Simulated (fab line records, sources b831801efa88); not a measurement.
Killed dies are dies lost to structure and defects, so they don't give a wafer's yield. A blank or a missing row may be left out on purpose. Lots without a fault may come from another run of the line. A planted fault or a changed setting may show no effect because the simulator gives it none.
Which tool did it? | flow gf180mcu | 11 lots, 32 wafers sampled, at 4 steps of a route of 602

WHAT THE GAUGES READ, wafer by wafer
GF_V4_THK_MEAS_01.
lot  | measured     | on            | V4_CVD_00_THK (nm)
L740 | day 23 12:48 | film_metro-01 | 594 606 592
L741 | day 24 02:51 | film_metro-03 | 588 588 601
L750 | day 27 00:32 | film_metro-04 | 588 594 596
L751 | day 27 10:40 | film_metro-04 | 602 596
L754 | day 28 09:07 | film_metro-01 | 595 596 592
L756 | day 28 21:49 | film_metro-03 | 604 607 595
L759 | day 29 19:01 | film_metro-04 | 604 609 601
L760 | day 29 21:56 | film_metro-04 | 586 579 578
L762 | day 30 09:32 | film_metro-03 | 595 600 591
L761 | day 30 12:49 | film_metro-01 | 602 603 601
L763 | day 30 18:10 | film_metro-01 | 597 598 604

GF_V4_CD_MEAS_14: target cd 260 nm.
lot  | measured     | on        | cd_nm (nm)
L740 | day 24 11:46 | cd_sem-01 | 261.5 261.6 261.5
L741 | day 25 01:04 | cd_sem-01 | 258.1 256.7 257.4
L750 | day 27 21:16 | cd_sem-02 | 253.1 253.1 260.7
L751 | day 28 07:16 | cd_sem-02 | 252.0 260.3
L754 | day 29 05:09 | cd_sem-02 | 259.4 260.6 258.8
L756 | day 29 17:48 | cd_sem-02 | 260.2 259.4 259.0
L759 | day 30 13:59 | cd_sem-02 | 260.0 258.8 259.0
L760 | day 30 16:27 | cd_sem-01 | 258.9 259.7 260.3
L762 | day 31 04:14 | cd_sem-02 | 260.7 260.3 259.7
L761 | day 31 07:00 | cd_sem-01 | 259.6 260.3 260.5
L763 | day 31 12:47 | cd_sem-01 | 257.6 258.6 258.2

WHICH TOOL RAN EACH LOT (tool, then ch and the chambers of the sampled wafers, then the start)
lot  | GF_M4_SPUTTER_01             | GF_V4_COAT_09
L740 | pvd_sputter-04, day 22 13:05 | litho_track-04 ch 0, day 24 00:00
L741 | pvd_sputter-02, day 23 03:07 | litho_track-01 ch 0, day 24 13:00
L750 | pvd_sputter-01, day 26 02:41 | litho_track-02 ch 0, day 27 11:00
L751 | pvd_sputter-02, day 26 13:28 | litho_track-02 ch 0, day 27 20:00
L754 | pvd_sputter-02, day 27 09:55 | litho_track-04 ch 0, day 28 19:00
L756 | pvd_sputter-04, day 28 01:07 | litho_track-01 ch 0, day 29 07:00
L759 | pvd_sputter-01, day 28 22:26 | litho_track-04 ch 0, day 30 04:00
L760 | pvd_sputter-04, day 29 02:22 | litho_track-01 ch 0, day 30 07:00
L762 | pvd_sputter-02, day 29 13:31 | litho_track-02 ch 0, day 30 18:00
L761 | pvd_sputter-01, day 29 17:32 | litho_track-01 ch 0, day 30 22:00
L763 | pvd_sputter-04, day 29 22:58 | litho_track-01 ch 0, day 31 03:00
- GF_M4_SPUTTER_01: material TiN, target thk 30 nm, time 25 s.
- GF_V4_COAT_09: resist thk 1000 nm.

WHAT THE TOOLS THEMSELVES READ (means of the sampled wafers that have a number; where no wafer has one, the mark that the record gives instead)
GF_M4_SPUTTER_01.
lot  | tool           | throttle_valve_pct (%)
L740 | pvd_sputter-04 | 30.0
L741 | pvd_sputter-02 | 30.9
L750 | pvd_sputter-01 | 29.7
L751 | pvd_sputter-02 | 32.0
L754 | pvd_sputter-02 | 31.5
L756 | pvd_sputter-04 | 29.7
L759 | pvd_sputter-01 | 29.3
L760 | pvd_sputter-04 | 29.9
L762 | pvd_sputter-02 | 31.2
L761 | pvd_sputter-01 | 29.4
L763 | pvd_sputter-04 | 29.5

THE ANSWER, worked out from the rows above alone
Rule: what is usual is taken from the lots themselves. Put in order of their means at a reading, lots are off if they are a third of the lots or fewer, leave a main group of 4 or more, and stand apart from it by a gap of 3 or more times the standard deviation of the main group's means; of several such gaps the widest counts. A main group whose means are all the same, to the digits that the tables above print for the reading, isn't used. A lot without any number at a reading at which 4 lots or more have one is off too. The other lots that the step has rows for count as sound. The gauges are gone through in route order, then the tools' own readings, and for those a lot's mean is taken as printed above. The first step at which some lot is off is used, and at that step the reading that is off furthest; a lot without a number counts as furthest.
No lot is off at any reading shown: from this, nothing can be told.

WHAT THE SIMULATOR HAD PUT IN
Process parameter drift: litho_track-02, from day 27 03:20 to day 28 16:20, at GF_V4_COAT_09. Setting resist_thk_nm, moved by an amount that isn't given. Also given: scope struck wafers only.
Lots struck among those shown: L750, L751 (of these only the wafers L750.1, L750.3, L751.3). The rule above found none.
